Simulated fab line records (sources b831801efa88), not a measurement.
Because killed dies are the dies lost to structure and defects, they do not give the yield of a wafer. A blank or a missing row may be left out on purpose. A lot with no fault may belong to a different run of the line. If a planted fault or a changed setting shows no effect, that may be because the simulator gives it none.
Comparing a struck lot with a sound one    flow sky130    29 steps out of a route of 708
Sound: the wafers L651.1, L651.2, L651.4. Wafers struck: L648.2, L648.3, L648.4. The cause is given at the end.
Each step with rows lists, per side, the tool, then ch with its chambers, then its first start. Under that, the readings that differ: sound wafers    struck wafers    difference of the means    sigmas: that difference in standard deviations of wafers without a fault.
alike: a reading whose means differ by less than 2 such deviations, as well as words and numbers matching on both sides. not compared: withheld readings; readings where some wafer has no value; bounds like >300 that might hide an equal value; numbers whose values overlap and for which the record gives no deviation.
Wherever a step has rows on one side only, a row that says differs or no value, or a row with sigmas, the two part there. When numbers do not overlap yet have no deviation, they are printed without sigmas and do not part them. A reading missing from all wafers of one side parts the sides only when that side holds two or more wafers.

first, 3 steps without rows for these wafers: SKY_METAL1_EXPOSE_12 (exposes mask MM1, target cd 140 nm); SKY_METAL1_PEB_13; SKY_METAL1_DEVELOP_14 (develop time 60 s).
SKY_METAL1_CD_MEAS_15: target cd 140 nm.
  sound on cd sem-01 at day 35 19:46; struck on cd sem-01 at day 34 22:54
  alike: cd nm
SKY_METAL1_OVL_MEAS_16:
  sound on overlay-01 at day 35 19:53; struck on overlay-01 at day 34 23:01
  alike: METAL1_OVL
SKY_METAL1_DESCUM_17: chemistry O2, time 8 s.
  sound on rie metal-03 ch 0,1, day 35 19:56; struck on rie metal-01 ch 0,1, day 34 23:02
  alike: drypump motor current A, oes product au
  not compared: rf hours counter h
SKY_METAL1_ETCH_18: etches BARC in N2/H2, stops on SiO2, time 45.9 s, target depth 60 nm.
  sound on rie metal-03 ch 0,1, day 35 19:58; struck on rie metal-01 ch 0,1, day 34 23:04
  alike: drypump motor current A, oes product au, throttle valve pct
  not compared: rf hours counter h
SKY_METAL1_METAL_ETCH_19: etches the open film in Cl2/BCl3, stops on SiO2, target depth 360 nm, time 78 s.
  sound on rie metal-03 ch 0,1, day 35 20:01; struck on rie metal-01 ch 0,1, day 34 23:08
  alike: drypump motor current A, oes product au, throttle valve pct
  not compared: rf hours counter h
then, 4 steps without rows for these wafers: SKY_METAL1_STRIP_20 (strips in O2/N2); SKY_METAL1_STRIP_21 (strips in post etch residue remover, time 1200 s); SKY_METAL1_CLEAN_22 (cleans in IPA, time 180 s); SKY_METAL1_CLEAN_23 (cleans in O3/DIW).
SKY_VIA1_HDPCVD_00: deposits SiO2, target thk 1030 nm, time 171.7 s.
  sound on hdpcvd-02 ch 0,1,2, day 35 20:47; struck on hdpcvd-02 ch 1,2, day 34 23:51
  no value came back on the struck wafers for pressure mtorr (mTorr), run length s (s); on the sound wafers pressure mtorr (mTorr) reads 5.985 5.992 5.997
then, 1 step without rows for these wafers: SKY_VIA1_CMP_02 (polishes SiO2).
SKY_VIA1_BOW_MEAS_03:
  sound on film metro-02 at day 35 21:16; struck on film metro-04 at day 35 00:20
  alike: VIA1_BOW
then, 8 steps without rows for these wafers: SKY_VIA1_DEHYDRATE_04 (time 60 s); SKY_VIA1_HMDS_05 (prime time 60 s); SKY_VIA1_COAT_06 (resist thk 60 nm); SKY_VIA1_COAT_07 (resist thk 450 nm); SKY_VIA1_SOFTBAKE_08 (time 90 s); SKY_VIA1_EXPOSE_09 (exposes mask VIM, target cd 150 nm); SKY_VIA1_PEB_10; SKY_VIA1_DEVELOP_11 (develop time 60 s).
SKY_VIA1_CD_MEAS_12: target cd 150 nm.
  sound on cd sem-01 at day 36 23:16; struck on cd sem-01 at day 36 02:08
  alike: cd nm
SKY_VIA1_OVL_MEAS_13:
  sound on overlay-01 at day 36 23:23; struck on overlay-02 at day 36 02:14
  alike: VIA1_OVL
SKY_VIA1_ETCH_14: etches BARC in N2/H2, stops on SiO2, time 45.9 s, target depth 60 nm.
  sound on rie diel-02 ch 0,1,2, day 36 23:25; struck on rie diel-01 ch 0,1,3, day 36 02:16
reading                 sound     struck  difference  sigmas
rf hours counter h (h)  14 24 12  6 7 9   -9          
  alike: drypump motor current A, oes product au, throttle valve pct
SKY_VIA1_ETCH_15: etches SiO2 in C4F8/O2/Ar, stops on TiN, target depth 351 nm, time 54 s.
  sound on rie diel-02 ch 0,1,2, day 36 23:28; struck on rie diel-01 ch 0,1,3, day 36 02:19
reading                   sound              struck             difference  sigmas
oes product au (a.u.)     0.981 0.981 0.978  0.382 0.374 0.373  -0.604      -99 or more
rf hours counter h (h)    14 24 12           6 7 9              -9          
model.etch.depth nm (nm)  345 343.9 343.9    0 0 0              -344        
SKY_VIA1_STRIP_16: strips in O2/N2.
  sound on plasma asher-02 ch 0,1, day 36 23:31; struck on plasma asher-01 ch 0,1, day 36 02:21
  alike: drypump motor current A, oes product au, strip time to endpoint s
  not compared: rf hours counter h
-- the record jumps here: 11 days lie between the struck wafers' starts before and after (it left off in module VIA1 and takes up again in module PAD_OPEN, whose first step shown is number 708 of the route) --
SKY_PAD_OPEN_PROBE_99:
  sound on prober-02 at day 48 03:01; struck on prober-02 at day 47 13:26
reading                   sound           struck          difference  sigmas
defect limited yield (%)  84.3 81.1 81.7  0 0 0           -82         -43
killed_at_M0_to_M3        47 53 47        478 484 484     +433        +66
killed at contacts        20 22 27        11 5 5          -16         -3
killed at front end       8 16 11         2 2 2           -10         -2
killed dies               77 93 90        492 492 492     +405        +44
killed on rim             14 17 21        96 96 96        +79         +22
killed open               50 47 42        11 12 6         -37         -6
killed short              27 46 48        10 11 6         -31         -5
sort_bin_3_pad_short (%)  0 0.6 1.2       25.2 21.5 23.2  +22.7       +61
sort_bin_5_function (%)   10.2 12.2 10.6  70.9 75.4 73.8  +62.4       +42
sort_bin_6_memory (%)     5.5 6.1 6.5     3.9 3.0 3.0     -2.7        -2
sort n pass               415 399 402     0 0 0           -405        -44
sort yield pct (%)        84.3 81.1 81.7  0 0 0           -82         -43
  alike: killed_at_M4_up, killed at other

WHERE THEY PART
At SKY_VIA1_HDPCVD_00 first; at SKY_PAD_OPEN_PROBE_99 last (within this record only).

WHY: what the simulator had put in
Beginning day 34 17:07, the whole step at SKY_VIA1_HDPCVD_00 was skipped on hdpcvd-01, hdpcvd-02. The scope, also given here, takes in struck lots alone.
